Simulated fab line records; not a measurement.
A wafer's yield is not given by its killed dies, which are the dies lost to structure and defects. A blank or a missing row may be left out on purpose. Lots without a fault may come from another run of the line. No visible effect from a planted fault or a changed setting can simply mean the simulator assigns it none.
A lot that was struck, set against a sound lot	flow gf180mcu	20 out of 602 route steps
Sound: the wafers L511.2, L511.5, L511.6. Struck: wafer L517.2; the same lot's L517.5 was not struck, so it is left out; see the end for the cause.
Each step with rows lists, per side, the tool, then ch with its chambers, then its first start. Under that, the readings that differ: sound wafers	struck wafers	difference of the means	sigmas: that difference in standard deviations of wafers without a fault.
alike: words and numbers the same on both sides, and readings whose means are apart by under 2 such deviations; not compared: readings that were withheld, readings missing a value for some wafer, numbers with overlapping values and no deviation given by the record, and bounds like >300 which may hide the same value.
Wherever a step has rows on one side only, a row that says differs or no value, or a row with sigmas, the two part there. Numbers that have no deviation but don't overlap get no sigmas and don't part them. A reading that every wafer of one side lacks parts them only if that side has two wafers or more.

first, 1 step without rows for these wafers: GF_V2_CVD_00 (deposits SiO2, target thk 600 nm, time 100 s).
GF_V2_THK_MEAS_01:
  struck on film-metro-04, day 22 01:17; sound on film-metro-04, day 19 17:29
reading	sound	struck	difference	sigmas
V2_CVD_00_THK (nm)	599 592 605	579	-20	-3
GF_V2_CVD_02: deposits SiO2 from TEOS, target thk 850 nm, time 94.851 s.
  sound on pecvd-03 ch 0,1,2, day 19 17:32; struck on pecvd-02 ch 0, day 22 01:20
  alike: heater-power-w, susceptor-temp-C
GF_V2_THK_MEAS_03:
  struck on film-metro-02, day 22 01:25; sound on film-metro-02, day 19 17:37
  alike: V2_CVD_02_THK
GF_V2_CMP_04: polishes SiO2.
  sound on cmp-01 ch 2,3, day 19 17:40; struck on cmp-02 ch 0, day 22 01:28
  alike: motor-current-A, slurry-flow-ml-min, time-to-endpoint-s
GF_V2_BOW_MEAS_05:
  struck on film-metro-01, day 22 01:47; sound on film-metro-02, day 19 17:59
reading	sound	struck	difference	sigmas
V2_BOW (um)	94 99 83	116	+24	+3
then, 6 steps without rows for these wafers: GF_V2_DEHYDRATE_06 (time 60 s); GF_V2_HMDS_07 (prime time 60 s); GF_V2_COAT_08; GF_V2_COAT_09 (resist thk 1000 nm); GF_V2_SOFTBAKE_10 (time 60 s); GF_V2_EXPOSE_11 (exposes mask Via2, target cd 260 nm).
GF_V2_PEB_12: peb time 90 s.
  sound on litho-track-02 ch 0, day 20 18:26; struck on litho-track-03 ch 0, day 23 01:00
then, 1 step without rows for these wafers: GF_V2_DEVELOP_13 (develop time 60 s).
GF_V2_CD_MEAS_14: target cd 260 nm.
  struck on cd-sem-01, day 23 01:20; sound on cd-sem-01, day 20 18:46
reading	sound	struck	difference	sigmas
cd-nm (nm)	260.3 259.6 260.1	263.6	+3.6	+3
GF_V2_OVL_MEAS_15:
  struck on overlay-01, day 23 01:26; sound on overlay-02, day 20 18:53
reading	sound	struck	difference	sigmas
V2_OVL (nm)	-6 -10 0	5	+10	+2
GF_V2_ETCH_16: etches BARC in N2/H2.
  sound on rie-diel-02 ch 2,3, day 20 18:55; struck on rie-diel-04 ch 0, day 23 01:28
reading	sound	struck	difference	sigmas
model.V2.cd-nm (nm)	260.5 259.5 260.9	262.9	+2.6	
  alike: bias-w, drypump-motor-current-A, oes-product-au, throttle-valve-pct
GF_V2_ETCH_17: etches SiO2 in C4F8/O2/Ar, stops on TiN, target depth 630 nm.
  sound on rie-diel-02 ch 2,3; struck on rie-diel-04 ch 0
reading	sound	struck	difference	sigmas
model.V2.cd-nm (nm)	261.6 260.9 261.6	262.9	+1.5	
  alike: bias-w, oes-product-au
GF_V2_STRIP_18: strips in O2/N2.
  sound on plasma-asher-04 ch 0,1, day 20 19:02; struck on plasma-asher-01 ch 1, day 23 01:36
  alike: drypump-motor-current-A, heater-power-w, oes-product-au
  not compared: rf-hours-counter-h
-- the record jumps here: 8 days lie between the struck wafers' starts before and after (it left off in module V2 and takes up again in module PASSIVATION, whose first step shown is number 602 of the route) --
GF_PASSIVATION_PROBE_99:
  record: rows for the struck wafers here (prober-01, day 31 04:19), none for the sound ones

== WHERE THEY PART ==
Earliest at GF_V2_THK_MEAS_01; latest, in this record, at GF_PASSIVATION_PROBE_99.

WHY: what the simulator had put in
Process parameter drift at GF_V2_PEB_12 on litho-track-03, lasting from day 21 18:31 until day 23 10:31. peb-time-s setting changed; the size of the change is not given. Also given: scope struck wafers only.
